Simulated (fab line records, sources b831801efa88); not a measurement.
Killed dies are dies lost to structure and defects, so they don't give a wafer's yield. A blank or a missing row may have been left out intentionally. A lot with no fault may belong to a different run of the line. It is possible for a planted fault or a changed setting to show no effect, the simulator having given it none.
2 desks, one fault || flow sky130 || each desk has only its own numbers; what lay behind them comes last

## TOOL OWNER'S DESK, rie-diel-03
The tool's own readings at SKY_VIA1_ETCH_14 (etches BARC in N2/H2, stops on SiO2, time 45.9 s, target depth 60 nm): means of the sampled wafers that have a number, for each lot that ran on this tool. If a lot's mean is further than 4 standard deviations from the usual mean, the lot is out of limits and carries the mark OUT (the distance appears in the brackets).
Columns: A = chamber-pressure-mTorr at SKY_VIA1_ETCH_14, usual 30.002 mTorr; B = drypump-motor-current-A at SKY_VIA1_ETCH_14, usual 5.8 A; C = oes-product-au at SKY_VIA1_ETCH_14, usual 0.855 a.u.; D = run-length-s at SKY_VIA1_ETCH_14, usual 74.1 s; E = throttle-valve-pct at SKY_VIA1_ETCH_14, usual 13.224 %
{"lot": "L346", "first seen here": "day 33 19:55", "A": 29.975, "B": 6.0, "C": 0.852, "D": 74.0, "E": 13.221}
{"lot": "L360", "first seen here": "day 38 17:07", "A": 29.978, "B": 5.8, "C": "0.814 (-8.5) OUT", "D": "78.7 (+10) OUT", "E": 13.217}
{"lot": "L361", "first seen here": "day 39 06:37", "A": 29.992, "B": 5.9, "C": "0.813 (-8.7) OUT", "D": "78.5 (+9.9) OUT", "E": 13.224}
This desk's verdict: out of limits on L360, L361, starting with L360 at day 38 17:07 (oes-product-au at SKY_VIA1_ETCH_14). L346: within limits.

## FROM THE METROLOGY DESK
Means of the sampled wafers that have a number, per lot and without regard to the tool the lot ran on: this is what the gauges read. If a lot's mean is further than 4 standard deviations from the usual mean, the lot is out of limits and carries the mark OUT (the distance appears in the brackets).
Columns: A = VIA1_BOW at SKY_VIA1_BOW_MEAS_03, usual 81 um; B = cd-nm at SKY_VIA1_CD_MEAS_12, usual 150.2 nm; C = VIA1_OVL at SKY_VIA1_OVL_MEAS_13, usual 2 nm
{"lot": "L346", "first seen here": "day 32 16:46", "A": 73, "B": 151.0, "C": -6}
{"lot": "L349", "first seen here": "day 34 04:58", "A": 79, "B": 150.2, "C": 5}
{"lot": "L360", "first seen here": "day 37 15:59", "A": 76, "B": 147.7, "C": 9}
{"lot": "L361", "first seen here": "day 38 05:34", "A": 86, "B": 149.9, "C": -0}
{"lot": "L363", "first seen here": "day 38 08:28", "A": 80, "B": 151.9, "C": 4}
{"lot": "L367", "first seen here": "day 39 03:58", "A": 86, "B": 150.2, "C": -6}
Result from this desk: across the 6 lots, nothing is out of limits.

## TAKEN TOGETHER
The tool owner's desk had the chance to raise an alarm at day 38 17:07 on L360, L361.
At the metrology desk, nothing out of limits was observed.
The metrology desk holds a record of L360, L361, inside its limits.
Of the lots named, all ran SKY_VIA1_ETCH_14 on rie-diel-03.

## WHAT THE SIMULATOR HAD PUT IN
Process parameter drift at SKY_VIA1_ETCH_14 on rie-diel-03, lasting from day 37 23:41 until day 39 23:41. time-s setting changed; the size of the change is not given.
Lots struck among those shown: L360, L361.
Time in hours from fault onset to the first out-of-limits reading at each desk: the tool owner's desk, 17.
